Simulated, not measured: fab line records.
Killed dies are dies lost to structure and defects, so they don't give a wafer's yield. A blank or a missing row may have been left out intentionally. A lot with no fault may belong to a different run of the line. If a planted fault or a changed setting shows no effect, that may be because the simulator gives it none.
fab line records	flow sfq_line
record: lots: 7	wafers: 21	last_day: 86
route steps=325 shown L0@8 L0V@16
lots with no fault: from the same line, run without faults
start_h: start of the lot's first displayed wafer, in hours after the record's first day	wait_h: time in hours since the lot's previous step	" identical to the entry in the row above	L1.1+2: a single row standing in for several wafers	- value missing, or start not given	* or withheld: withheld	< > ~ a bound
route shown NAME@n: NAME is a module with steps in the file, n the number in the route of the first one	usual: average and standard deviation across the fault-free wafers	same: alike in all rows	chamber/n: place in a boat	sites: per-site readings	_std_site: standard deviation of those values	_edge_site: mean of outer sites minus mean of inner sites	radius_mm: how far each site lies from the wafer's centre	mask NAME#n: copy n	behind: the last tool/chamber to shape the wafer	hold: the reason the lot was held/the length of the hold in hours/how it ended	device: which transistor (n, p or np) failed to switch	end of line: tests of these same wafers at the route's end	step lacking rows: just its recipe	killed: dies lost to structure and defects at the first sort, not the wafer's yield	map: dies across one wafer; x = killed, . = not, _ = none there
set.NAME: the setting that was run; set.NAME@STEP: the one run at that earlier step	model.NAME: the simulator's own value behind a step, which no gauge read
a table for each step, a row for each wafer; lots at some steps of the route
services: from which hour (start_h, from the record's first day; less than 0 if before it) a tool's chamber was out of use, for how many hours, and why
== steps ==
step: SFQ_TRILAYER_L0_LITHO_SOFTBAKE_009
recipe: temp_c: withheld	time_s: withheld	resist: KrF
step: SFQ_TRILAYER_L0_LITHO_EXPOSE_006
recipe: mask_id: L0	na: 0.6	source_shape: conventional	sigma_outer: 0.65	target_cd_nm: 2000	dose_mj: 14.4
step: SFQ_TRILAYER_L0_LITHO_PEB_008
recipe: peb_temp_c: 115	peb_time_s: 60	resist: KrF
step: SFQ_TRILAYER_L0_LITHO_DEVELOP_007
recipe: time_s: 60	resist: KrF
step: SFQ_TRILAYER_L0_BARC_OPEN_METAL_ETCH_010
recipe: mask_material: PR	chemistry: O2	target_depth_nm: 125	target: BARC	icp_w: 600	bias_w: 80	pressure_mtorr: 10	time_s: 41.7
usual: drypump_motor_current_A: 5.5/0.38	oes_product_au: 0.685/0.0047
lot.wafer	tool	chamber	start_h	wait_h	drypump_motor_current_A	oes_product_au	rf_hours_counter_h
L712.3	rie_metal-03	1	93.45	0.1	4.8	0.696	-
L712.4	"	0	"	"	6.2	0.686	-
L712.5	"	0	"	"	6.2	0.686	-
L714.1	rie_metal-01	0	101.83	0.1	5.2	0.687	189
L714.2	"	0	"	"	5.2	0.682	-
L714.6	"	0	"	"	5.2	0.686	-
L726.1	rie_metal-04	0	174.77	0.1	5.6	0.682	175
L726.4	"	0	"	"	5.6	0.682	-
L726.5	"	0	"	"	5.6	0.686	-
L727.2	rie_metal-04	0	183.17	0.1	5.5	0.672	176
L727.4	"	0	"	"	5.6	0.677	-
L727.5	"	1	"	"	5.7	0.693	-
L728.2	rie_metal-04	1	191.70	0.1	5.7	0.674	156
L728.3	"	0	"	"	5.6	0.688	-
L728.6	"	0	"	"	5.6	0.684	-
L731.1	rie_metal-04	1	212.10	0.1	5.7	0.686	159
L731.4	"	0	"	"	5.6	0.685	-
L731.6	"	1	"	"	5.7	0.692	-
L732.1	rie_metal-04	1	219.80	0.1	5.7	0.684	161
L732.3	"	0	"	"	5.6	0.694	-
L732.5	"	1	"	"	5.7	0.682	-
step: SFQ_TRILAYER_L0_ETCH_METAL_ETCH_008
recipe: target: MoNx_KI	stop_on: SiO2	mask_material: PR	chemistry: SF6/O2	target_depth_nm: 50	icp_w: 600	bias_w: 80	pressure_mtorr: 10	time_s: 25
usual: drypump_motor_current_A: 5.5/0.38	oes_product_au: 0.873/0.007
lot.wafer	tool	chamber	start_h	wait_h	drypump_motor_current_A	oes_product_au	rf_hours_counter_h
L712.3	rie_metal-03	1	93.51	0.0	4.8	0.885	-
L712.4	"	0	"	"	6.1	0.873	-
L712.5	"	0	"	"	6.1	0.869	-
L714.1	rie_metal-01	0	101.95	0.1	5.2	0.883	189
L714.2	"	0	"	"	5.2	0.871	-
L714.6	"	0	"	"	5.2	0.865	-
L726.1	rie_metal-04	0	174.83	0.0	5.6	0.867	176
L726.4	"	0	"	"	5.6	0.888	-
L726.5	"	0	"	"	5.6	0.875	-
L727.2	rie_metal-04	0	183.23	0.0	5.6	0.864	176
L727.4	"	0	"	"	5.6	0.865	-
L727.5	"	1	"	"	5.7	0.870	-
L728.2	rie_metal-04	1	191.76	0.0	5.7	0.874	156
L728.3	"	0	"	"	5.6	0.867	-
L728.6	"	0	"	"	5.6	0.865	-
L731.1	rie_metal-04	1	212.16	0.0	5.7	0.881	159
L731.4	"	0	"	"	5.6	0.880	-
L731.6	"	1	"	"	5.7	0.883	-
L732.1	rie_metal-04	1	219.86	0.0	5.7	0.877	161
L732.3	"	0	"	"	5.6	0.869	-
L732.5	"	1	"	"	5.7	0.871	-
step: SFQ_TRILAYER_L0_STRIP_STRIP_009
recipe: gas: O2	power_w: 200	platen_temp_c: 40	overash_fraction: 0.65	chemistry: O2	pressure_mtorr: 50
usual: drypump_motor_current_A: 5.5/0.38	oes_product_au: 1.001/0.0084
lot.wafer	tool	chamber	start_h	wait_h	drypump_motor_current_A	oes_product_au	rf_hours_counter_h
L712.3	rie_metal-03	1	93.74	0.2	4.8	1.003	-
L712.4	"	0	"	"	6.2	1.002	-
L712.5	"	0	"	"	6.1	0.998	-
L714.1	rie_metal-01	0	102.04	0.1	5.2	1.009	189
L714.2	"	0	"	"	5.2	1.000	-
L714.6	"	0	"	"	5.2	1.013	-
L726.1	rie_metal-04	0	174.88	0.0	5.6	0.993	176
L726.4	"	0	"	"	5.6	0.991	-
L726.5	"	0	"	"	5.6	0.999	-
L727.2	rie_metal-04	0	183.28	0.0	5.6	1.003	177
L727.4	"	0	"	"	5.6	0.993	-
L727.5	"	1	"	"	5.7	1.001	-
L728.2	rie_metal-04	1	191.80	0.0	5.7	1.004	156
L728.3	"	0	"	"	5.6	0.990	-
L728.6	"	0	"	"	5.6	0.985	-
L731.1	rie_metal-04	1	212.20	0.0	5.6	0.994	159
L731.4	"	0	"	"	5.6	0.996	-
L731.6	"	1	"	"	5.6	1.003	-
L732.1	rie_metal-04	1	219.91	0.0	5.7	1.003	161
L732.3	"	0	"	"	5.6	0.992	-
L732.5	"	1	"	"	5.7	1.013	-
step: SFQ_TRILAYER_L0_STRIP_SOLV_CLEAN_010
recipe: chemistry: NMP	temp_c: 70	time_s: 600
step: SFQ_TRILAYER_L0_CAP_PECVD_011
recipe: material: SiO2	temp_c: 150	time_s: 13.333	pressure_torr: 2.4	rf_w: 183.3	precursor: SiH4/N2O	target_thk_nm: 60
usual: heater_power_w: 87/13	throttle_valve_pct: 24.8/1.2
lot.wafer	tool	chamber	start_h	wait_h	heater_power_w	throttle_valve_pct
L712.3	pecvd-04	2	94.33	0.0	90	25.6
L712.4	"	0	"	"	87	23.3
L712.5	"	0	"	"	87	23.3
L714.1	pecvd-02	1	103.42	0.0	93	24.6
L714.2	"	0	"	"	95	23.9
L714.6	"	0	"	"	96	23.7
L726.1	pecvd-02	1	175.67	0.0	100	24.7
L726.4	"	0	"	"	96	24.0
L726.5	"	1	"	"	97	25.0
L727.2	pecvd-03	1	184.05	0.0	69	26.6
L727.4	"	1	"	"	69	26.8
L727.5	"	0	"	"	77	26.3
L728.2	pecvd-04	0	192.75	0.0	87	23.4
L728.3	"	2	"	"	78	25.5
L728.6	"	1	"	"	87	26.0
L731.1	pecvd-03	2	212.98	0.0	115	22.7
L731.4	"	2	"	"	115	22.7
L731.6	"	0	"	"	70	22.6
L732.1	pecvd-02	2	220.68	0.0	77	24.1
L732.3	"	1	"	"	89	24.8
L732.5	"	1	"	"	87	25.1
step: SFQ_TRILAYER_L0_VIA_LITHO_COAT_018
recipe: resist: BARC	spin_rpm: 3000	resist_thk_nm: 62
step: SFQ_TRILAYER_L0_VIA_LITHO_COAT_013
recipe: resist: KrF	spin_rpm: 3000	resist_thk_nm: 650
step: SFQ_TRILAYER_L0_VIA_LITHO_SOFTBAKE_017
recipe: temp_c: withheld	time_s: withheld	resist: KrF
step: SFQ_TRILAYER_L0_VIA_LITHO_EXPOSE_014
recipe: mask_id: L0V	na: 0.6	source_shape: conventional	sigma_outer: 0.65	target_cd_nm: 700	dose_mj: 21.3
usual: focus_offset_nm: 0.1/0.55	reticle_temp_C: 22.99/0.096
lot.wafer	tool	chamber	start_h	wait_h	mask	focus_offset_nm	reticle_temp_C	model.L0V.overlay_x_nm
L712.3	krf_scanner-01	0	174.87	-	L0V#0	-0.2	22.98	-0.1661
L712.4	"	0	"	"	L0V#0	-0.3	22.77	-0.1661
L712.5	"	0	"	"	L0V#0	0.8	22.86	-0.1661
L714.1	krf_scanner-02	0	191.40	-	L0V#0	0.4	22.95	-1.351
L714.2	"	0	"	"	L0V#0	0.0	23.00	-1.351
L714.6	"	0	"	"	L0V#0	-0.7	23.08	-1.351
L726.1	krf_scanner-02	0	281.09	-	L0V#0	0.6	22.90	54.33
L726.4	"	0	"	"	L0V#0	0.0	22.83	54.33
L726.5	"	0	"	"	L0V#0	-0.7	22.96	54.33
L727.2	krf_scanner-02	0	289.69	-	L0V#0	0.1	22.90	55.54
L727.4	"	0	"	"	L0V#0	0.0	23.00	55.54
L727.5	"	0	"	"	L0V#0	0.1	22.85	55.54
L728.2	krf_scanner-02	0	294.49	-	L0V#0	0.7	23.09	52.51
L728.3	"	0	"	"	L0V#0	1.1	23.04	52.51
L728.6	"	0	"	"	L0V#0	0.5	23.02	52.51
L731.1	krf_scanner-01	0	314.82	-	L0V#0	0.7	23.14	-1.457
L731.4	"	0	"	"	L0V#0	-0.1	23.11	-1.457
L731.6	"	0	"	"	L0V#0	-0.2	23.09	-1.457
L732.1	krf_scanner-01	0	324.42	-	L0V#0	1.3	23.02	-11.89
L732.3	"	0	"	"	L0V#0	1.2	23.09	-11.89
L732.5	"	0	"	"	L0V#0	1.1	22.94	-11.89
step: SFQ_TRILAYER_L0_VIA_LITHO_PEB_016
recipe: peb_temp_c: 115	peb_time_s: 60	resist: KrF
step: SFQ_TRILAYER_L0_VIA_LITHO_DEVELOP_015
recipe: time_s: 60	resist: KrF
step: SFQ_L0V_OVL_MEAS_903
usual: L0V_OVL: -3/4.6
lot.wafer	tool	chamber	start_h	wait_h	L0V_OVL[nm]
L712.3	overlay-01	-	175.99	0.1	-4
L712.4	"	-	"	"	-1
L712.5	"	-	"	"	-5
L714.1	overlay-01	-	192.90	0.1	-5
L714.2	"	-	"	"	2
L714.6	"	-	"	"	-3
L726.1	overlay-02	-	282.59	0.1	49
L726.4	"	-	"	"	52
L726.5	"	-	"	"	43
L727.2	overlay-01	-	291.00	0.1	47
L727.4	"	-	"	"	57
L727.5	"	-	"	"	56
L728.2	overlay-02	-	295.80	0.1	56
L728.3	"	-	"	"	53
L728.6	"	-	"	"	54
L731.1	overlay-02	-	316.32	0.1	-5
L731.4	"	-	"	"	-6
L731.6	"	-	"	"	-2
L732.1	overlay-02	-	325.92	0.1	-9
L732.3	"	-	"	"	-4
L732.5	"	-	"	"	-6
step: SFQ_TRILAYER_L0_VIA_BARC_OPEN_VIA_ETCH_021
recipe: mask_material: PR	chemistry: O2	target_depth_nm: 125	target: BARC	source_w: 500	bias_w: 80	pressure_mtorr: 30	time_s: 41.7
usual: drypump_motor_current_A: 5.6/0.58	oes_product_au: 0.685/0.0043
lot.wafer	tool	chamber	start_h	wait_h	drypump_motor_current_A	oes_product_au	rf_hours_counter_h
L712.3	rie_diel-01	2	176.01	0.0	5.8	0.687	152
L712.4	"	1	"	"	5.0	0.681	0
L712.5	"	1	"	"	5.0	0.683	-
L714.1	rie_diel-04	2	192.93	0.0	5.1	0.682	148
L714.2	"	1	"	"	4.9	0.681	15
L714.6	"	3	"	"	6.0	0.685	-
L726.1	rie_diel-01	3	282.63	0.0	6.0	0.680	44
L726.4	"	2	"	"	5.8	0.683	1
L726.5	"	0	"	"	5.5	0.692	-
L727.2	rie_diel-03	2	291.03	0.0	6.4	0.683	55
L727.4	"	0	"	"	6.2	0.682	4
L727.5	"	0	"	"	6.2	0.694	-
L728.2	rie_diel-04	0	295.83	0.0	5.1	0.686	55
L728.3	"	1	"	"	4.9	0.692	16
L728.6	"	2	"	"	5.2	0.687	-
L731.1	rie_diel-04	0	316.35	0.0	5.1	0.688	55
L731.4	"	0	"	"	5.1	0.682	-
L731.6	"	1	"	"	4.9	0.682	-
L732.1	rie_diel-03	3	325.95	0.0	5.8	0.682	61
L732.3	"	2	"	"	6.4	0.677	55
L732.5	"	3	"	"	5.8	0.683	-
== services ==
tool	chamber	start_h	hours	kind
krf_scanner-02	-	83.09	0.8	pm
rie_metal-04	-	84.92	1.2	repair
krf_scanner-02	-	101.84	3.6	pm
krf_scanner-01	-	104.23	1.6	repair
krf_scanner-02	-	135.40	4.4	pm
krf_scanner-01	-	140.32	1.0	pm
krf_scanner-02	-	143.37	1.0	pm
rie_metal-04	-	144.07	0.3	repair
krf_scanner-02	-	144.37	1.3	pm
krf_scanner-01	-	161.72	0.8	pm
pecvd-02	1	179.84	21.5	repair
krf_scanner-01	-	188.87	3.6	pm
krf_scanner-01	-	207.08	4.0	pm
krf_scanner-02	-	215.90	0.3	repair
krf_scanner-01	-	222.12	0.2	repair
krf_scanner-01	-	224.30	1.3	pm
krf_scanner-02	-	250.56	1.0	repair
krf_scanner-02	-	251.54	0.8	pm
krf_scanner-01	-	257.00	0.5	repair
rie_diel-04	-	257.31	2.8	pm
rie_diel-04	2	273.53	7.0	repair
krf_scanner-02	-	313.49	1.0	pm
krf_scanner-02	-	317.88	1.0	repair
krf_scanner-02	-	321.26	1.3	pm
== key ==
first_sign: step: SFQ_L0V_OVL_MEAS_903	reading: L0V_OVL	direction: up	sigmas: 12	usual: -3	struck: 52
effect none on later readings
model_effect: step: SFQ_TRILAYER_L0_VIA_LITHO_EXPOSE_014	value: L0V.overlay_x_nm	without: -2.302	struck: 54.13
met_at SFQ_TRILAYER_L0_VIA_LITHO_EXPOSE_014
struck_wafers L726.1,L726.4,L726.5,L727.2,L727.4,L727.5,L728.2,L728.3,L728.6
onset_between 191.40 281.09
fault: kind: scanner_matching_overlay	tool: krf_scanner-02	chamber: -	onset_h: 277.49	steps: SFQ_TRILAYER_L0_VIA_LITHO_EXPOSE_014	offset: 56.431
